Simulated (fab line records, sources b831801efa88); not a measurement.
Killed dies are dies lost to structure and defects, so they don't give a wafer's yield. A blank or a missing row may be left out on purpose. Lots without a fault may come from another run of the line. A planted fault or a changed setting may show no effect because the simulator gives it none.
fab line records | flow sky130
record lots=11 wafers=33 last_day=50
route steps=708 shown LDD_HVP@287 SD_N@344
lots that met no fault: from a run of the same line without faults
start_h: hours from the record's first day to the start of the lot's first wafer shown | wait_h: hours since the lot's step before | " the same as in the row above | L1.1+2: a row that stands for several wafers | - no value, or no start given | * or withheld: withheld | < > ~ a bound
route shown NAME@n: a module of which the file shows steps, and the number in the route of the first | usual: mean/standard deviation of fault-free wafers | same: alike in all rows | chamber/n: place in a boat | sites: the reading at each site | _std_site: their standard deviation | _edge_site: outer sites' mean less inner sites' | radius_mm: how far each site lies from the wafer's centre | mask NAME#n: copy n | behind: the tool/chamber that last shaped the wafer | hold: why the lot was held/for how many hours/how that ended | device: the transistor (n, p or np) that didn't switch | end of line: the same wafers' tests at the end of the route | a step without rows: its recipe alone | killed: dies lost to structure and defects at the first sort, not the wafer's yield | map: a wafer's dies, x killed, . not, _ none there
set.NAME: the setting as run; set.NAME@STEP: as run at that earlier step | model.NAME: the simulator's own value behind a step, which no gauge read
steps of the route over a sample of lots; a table a step, a row a wafer
services: from which hour (start_h, from the record's first day; less than 0 if before it) a tool's chamber was out of use, for how many hours, and why
## steps
# step SKY_LDD_HVP_STRIP_09
# recipe chemistry=O2/N2 power_w=1400 pressure_mtorr=1500 platen_temp_c=withheld o2_flow_sccm=3000 n2_flow_sccm=300 overash_fraction=0.5
# usual drypump_motor_current_A=6.0/0.56 oes_product_au=0.408/0.0048 strip_time_to_endpoint_s=4.134/0.016
# columns lot.wafer tool chamber start_h wait_h drypump_motor_current_A oes_product_au rf_hours_counter_h strip_time_to_endpoint_s
L448.1 plasma_asher-01 0 510.57 0.1 6.6 0.413 40 4.135
L448.4 " 1 " " 5.8 0.403 - 4.136
L448.5 " 1 " " 5.8 0.410 - 4.160
L451.1 plasma_asher-01 0 524.67 0.1 6.6 0.414 42 4.138
L451.3 " 1 " " 5.8 0.415 - 4.119
L451.4 " 0 " " 6.6 0.411 - 4.122
L454.1 plasma_asher-02 1 553.69 0.1 6.1 0.397 71 4.139
L454.2 " 0 " " 5.0 0.408 71 4.146
L454.4 " 1 " " 6.0 0.406 - 4.152
L455.3 plasma_asher-04 0 564.49 0.1 6.6 0.403 - 4.123
L455.4 " 1 " " 5.8 0.410 - 4.124
L455.6 " 1 " " 5.8 0.412 - 4.129
L456.2 plasma_asher-04 0 568.47 0.1 6.6 0.415 89 4.167
L456.4 " 1 " " 5.8 0.406 - 4.135
L456.6 " 1 " " 5.8 0.417 - 4.159
L457.1 plasma_asher-02 0 593.69 0.1 4.9 0.405 76 4.121
L457.4 " 0 " " 5.0 0.399 - 4.095
L457.6 " 0 " " 5.0 0.411 - 4.103
L458.1 plasma_asher-04 1 594.51 0.1 5.8 0.398 91 4.125
L458.2 " 0 " " 6.6 0.403 91 4.151
L458.4 " 0 " " 6.6 0.409 - 4.137
L459.3 plasma_asher-02 1 600.77 0.1 6.1 0.405 - 4.108
L459.5 " 1 " " 6.0 0.415 - 4.139
L459.6 " 0 " " 4.9 0.410 - 4.124
L462.2 plasma_asher-01 1 623.62 0.1 5.8 0.404 52 4.130
L462.5 " 1 " " 5.8 0.407 - 4.114
L462.6 " 0 " " 6.6 0.410 - 4.126
L471.1 plasma_asher-04 1 696.26 0.1 5.8 0.402 100 4.134
L471.3 " 1 " " 5.8 0.407 - 4.139
L471.6 " 0 " " 6.6 0.405 - 4.141
L470.4 plasma_asher-01 1 698.42 0.1 5.8 0.402 - 4.146
L470.5 " 1 " " 5.8 0.409 - 4.157
L470.6 " 0 " " 6.7 0.411 - 4.172
# step SKY_SD_N_COAT_02
# recipe resist=NOVOLAK spin_rpm=3000 resist_thk_nm=1140
# columns lot.wafer tool chamber start_h wait_h
L448.1+4+5 litho_track-03 0 646.77 0.1
L451.1+3+4 litho_track-04 0 660.57 0.1
L454.1+2+4 litho_track-02 0 687.40 0.1
L455.3+4+6 litho_track-03 0 697.52 0.1
L456.2+4+6 litho_track-02 0 701.48 0.1
L457.1+4+6 litho_track-03 0 724.02 0.1
L458.1+2+4 litho_track-03 0 725.52 0.1
L459.3+5+6 litho_track-03 0 731.77 0.1
L462.2+5+6 litho_track-03 0 751.90 0.1
L471.1+3+6 litho_track-03 0 823.47 0.1
L470.4+5+6 litho_track-02 0 826.13 0.1
# step SKY_SD_N_CD_MEAS_07
# recipe target_cd_nm=380
# usual cd_nm=380.8/2.3
# columns lot.wafer tool chamber start_h wait_h hold cd_nm
L448.1 cd_sem-02 - 661.32 0.1 - 380.9
L448.4 " - " " - 378.9
L448.5 " - " " - 379.0
L451.1 cd_sem-02 - 674.55 0.1 - 380.9
L451.3 " - " " - 382.9
L451.4 " - " " - 380.6
L454.1 cd_sem-01 - 701.62 0.1 - 385.1
L454.2 " - " " - 382.2
L454.4 " - " " - 382.5
L455.3 cd_sem-01 - 712.46 0.1 - 384.5
L455.4 " - " " - 382.8
L455.6 " - " " - 384.2
L456.2 cd_sem-02 - 715.77 0.1 - 375.9
L456.4 " - " " - 378.4
L456.6 " - " " - 378.2
L457.1 cd_sem-02 - 738.50 0.1 - 380.3
L457.4 " - " " - 382.7
L457.6 " - " " - 381.7
L458.1 cd_sem-01 - 740.07 0.1 - 381.0
L458.2 " - " " - 381.0
L458.4 " - " " - 378.8
L459.3 cd_sem-01 - 745.61 0.1 await_dispo/0.2h/release 372.8
L459.5 " - " " await_dispo/0.2h/release 371.4
L459.6 " - " " await_dispo/0.2h/release 372.9
L459.3 cd_sem-01 - 745.90 0.3 - 372.5
L459.5 " - " " - 371.6
L459.6 " - " " - 373.4
L462.2 cd_sem-02 - 766.59 0.1 await_dispo/0.2h/release 371.4
L462.5 " - " " await_dispo/0.2h/release 371.3
L462.6 " - " " await_dispo/0.2h/release 371.6
L462.2 cd_sem-02 - 766.88 0.3 - 371.5
L462.5 " - " " - 370.6
L462.6 " - " " - 371.4
L471.1 cd_sem-01 - 836.12 0.1 - 383.5
L471.3 " - " " - 381.4
L471.6 " - " " - 381.2
L470.4 cd_sem-02 - 839.08 0.1 - 378.2
L470.5 " - " " - 379.3
L470.6 " - " " - 378.9
# step SKY_SD_N_STRIP_11
# recipe chemistry=O2/N2 power_w=1400 pressure_mtorr=1500 platen_temp_c=withheld o2_flow_sccm=3000 n2_flow_sccm=300 overash_fraction=0.5
# usual drypump_motor_current_A=5.9/0.53 oes_product_au=0.528/0.0045 strip_time_to_endpoint_s=22.54/0.046
# columns lot.wafer tool chamber start_h wait_h drypump_motor_current_A oes_product_au rf_hours_counter_h strip_time_to_endpoint_s
L448.1 plasma_asher-03 1 661.78 0.1 6.2 0.532 23 22.50
L448.4 " 0 " " 6.0 0.524 - 22.49
L448.5 " 0 " " 6.0 0.526 - 22.53
L451.1 plasma_asher-01 1 675.01 0.1 5.8 0.534 57 22.54
L451.3 " 1 " " 5.8 0.531 - 22.60
L451.4 " 0 " " 6.6 0.529 - 22.61
L454.1 plasma_asher-03 1 702.08 0.1 6.2 0.522 27 22.50
L454.2 " 0 " " 5.9 0.531 27 22.47
L454.4 " 1 " " 6.2 0.530 - 22.49
L455.3 plasma_asher-01 0 713.47 0.2 6.6 0.521 - 22.46
L455.4 " 1 " " 5.8 0.530 - 22.47
L455.6 " 1 " " 5.8 0.524 - 22.47
L456.2 plasma_asher-03 1 716.21 0.1 6.2 0.531 29 22.53
L456.4 " 1 " " 6.2 0.538 - 22.53
L456.6 " 1 " " 6.2 0.526 - 22.54
L457.1 plasma_asher-01 0 738.96 0.1 6.6 0.534 64 22.56
L457.4 " 0 " " 6.6 0.524 - 22.50
L457.6 " 1 " " 5.8 0.523 - 22.56
L458.1 plasma_asher-02 0 740.53 0.1 5.0 0.529 90 22.51
L458.2 " 1 " " 6.0 0.532 90 22.55
L458.4 " 0 " " 5.0 0.529 - 22.55
L459.3 plasma_asher-02 1 747.69 0.1 6.1 0.544 - 24.00
L459.5 " 1 " " 6.1 0.537 - 24.00
L459.6 " 0 " " 4.9 0.535 - 23.97
L462.2 plasma_asher-03 0 769.89 0.3 5.9 0.538 34 23.96
L462.5 " 0 " " 5.9 0.546 - 23.97
L462.6 " 1 " " 6.2 0.538 - 23.99
L471.1 plasma_asher-02 0 836.58 0.1 5.0 0.532 101 22.52
L471.3 " 0 " " 5.0 0.525 - 22.50
L471.6 " 1 " " 6.1 0.526 - 22.53
L470.4 plasma_asher-01 1 839.51 0.1 5.8 0.523 - 22.61
L470.5 " 1 " " 5.8 0.531 - 22.59
L470.6 " 0 " " 6.6 0.519 - 22.62
# step SKY_SD_N_TW_MEAS_12
# usual SD_N_TW=4001/52
# columns lot.wafer tool chamber start_h wait_h SD_N_TW
L448.1 film_metro-01 - 661.88 0.1 3942
L448.4 " - " " 3930
L448.5 " - " " 3958
L451.1 film_metro-01 - 675.11 0.1 3915
L451.3 " - " " 3926
L451.4 " - " " 3942
L454.1 film_metro-04 - 702.18 0.1 4093
L454.2 " - " " 4103
L454.4 " - " " 4097
L455.3 film_metro-01 - 713.56 0.1 3963
L455.4 " - " " 3975
L455.6 " - " " 3964
L456.2 film_metro-01 - 716.32 0.1 3975
L456.4 " - " " 3964
L456.6 " - " " 3988
L457.1 film_metro-03 - 739.06 0.1 4023
L457.4 " - " " 4030
L457.6 " - " " 4012
L458.1 film_metro-01 - 740.63 0.1 3960
L458.2 " - " " 3984
L458.4 " - " " 3984
L459.3 film_metro-01 - 747.78 0.1 3960
L459.5 " - " " 3956
L459.6 " - " " 3966
L462.2 film_metro-03 - 770.00 0.1 4023
L462.5 " - " " 4027
L462.6 " - " " 4028
L471.1 film_metro-04 - 836.68 0.1 4055
L471.3 " - " " 4065
L471.6 " - " " 4057
L470.4 film_metro-03 - 839.61 0.1 4043
L470.5 " - " " 4030
L470.6 " - " " 4035
# step SKY_SD_N_RTA_14
# recipe temp_c=1075 time_s=2 idle_temp_c=650 ramp_up_c_per_s=150 ramp_down_c_per_s=90 ambient=N2
# usual lamp_power_pct=15.74/0.06 wafer_temp_C_max=1078.1/1.4
# columns lot.wafer tool chamber start_h wait_h lamp_power_pct wafer_temp_C_max
L448.1 rtp_anneal-01 0 661.99 0.0 15.72 1076.5
L448.4 " 0 " " 15.65 1075.2
L448.5 " 0 " " 15.69 1078.4
L451.1 rtp_anneal-01 0 675.22 0.0 15.69 1076.1
L451.3 " 0 " " 15.81 1078.5
L451.4 " 0 " " 15.70 1075.9
L454.1 rtp_anneal-02 0 702.29 0.0 15.73 1078.9
L454.2 " 0 " " 15.77 1080.4
L454.4 " 0 " " 15.71 1077.1
L455.3 rtp_anneal-01 0 713.67 0.0 15.66 1077.3
L455.4 " 0 " " 15.77 1079.0
L455.6 " 0 " " 15.72 1080.1
L456.2 rtp_anneal-02 0 716.48 0.0 15.65 1076.3
L456.4 " 0 " " 15.65 1078.6
L456.6 " 0 " " 15.60 1077.3
L457.1 rtp_anneal-01 0 739.17 0.0 15.73 1079.3
L457.4 " 0 " " 15.71 1079.6
L457.6 " 0 " " 15.76 1080.4
L458.1 rtp_anneal-02 0 740.74 0.0 15.76 1076.7
L458.2 " 0 " " 15.86 1077.2
L458.4 " 0 " " 15.76 1079.0
L459.3 rtp_anneal-01 0 747.96 0.0 15.73 1075.3
L459.5 " 0 " " 15.86 1076.4
L459.6 " 0 " " 15.76 1078.3
L462.2 rtp_anneal-02 0 770.14 0.0 15.76 1078.8
L462.5 " 0 " " 15.67 1077.3
L462.6 " 0 " " 15.78 1080.1
L471.1 rtp_anneal-02 0 836.79 0.0 15.78 1077.5
L471.3 " 0 " " 15.78 1081.3
L471.6 " 0 " " 15.60 1079.2
L470.4 rtp_anneal-01 0 839.72 0.0 15.75 1076.7
L470.5 " 0 " " 15.80 1077.8
L470.6 " 0 " " 15.78 1076.8
## services
# columns tool chamber start_h hours kind
plasma_asher-04 - 497.68 14.6 pm
plasma_asher-03 - 508.99 1.5 repair
plasma_asher-04 - 588.68 2.8 pm
plasma_asher-04 - 633.45 12.5 repair
plasma_asher-01 - 643.15 0.6 repair
plasma_asher-02 - 702.07 2.5 repair
plasma_asher-04 - 733.75 9.0 pm
plasma_asher-04 0 733.75 9.0 vent_cycle
plasma_asher-04 1 733.75 9.0 vent_cycle
plasma_asher-04 0 742.75 - clean
plasma_asher-04 1 742.75 - clean
plasma_asher-02 - 743.28 0.5 repair
plasma_asher-01 - 781.06 15.6 pm
rtp_anneal-02 - 803.59 0.6 pm
plasma_asher-04 - 831.18 0.7 repair
## key
first_sign step=SKY_SD_N_CD_MEAS_07 reading=visit direction=added through=control_loop
effect step=SKY_SD_N_CD_MEAS_07 reading=cd_nm direction=down sigmas=3.9 usual=380.8 struck=371.9 through=control_loop
effect step=SKY_SD_N_STRIP_11 reading=strip_time_to_endpoint_s direction=up sigmas=31 usual=* struck=* through=*
met_at SKY_SD_N_COAT_02
struck_lots L459,L462
tester_left_out L459,L462
loop_trim step=SKY_SD_N_EXPOSE_04 setting=dose lots=L462
not_acting_at SKY_LDD_HVP_STRIP_09,SKY_SD_N_TW_MEAS_12,SKY_SD_N_RTA_14
onset_between 725.52 731.77
fault kind=process_parameter_drift tool=litho_track-03 chamber=- onset_h=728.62 steps=SKY_SD_N_COAT_02 channel=resist_thk_nm offset=132.53 shape=step end_h=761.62 acts_in=these_recipes_only stated=1140
# tester_left_out: of these lots the tester's yield and bins aren't shown, on N5 and GAA mostly nor the transistor test; their killed dies are dies lost to structure and defects alone, not to doping, threshold or leakage, so they don't give the yield
# loop_trim: a control loop set the setting to another value than it would have without faults
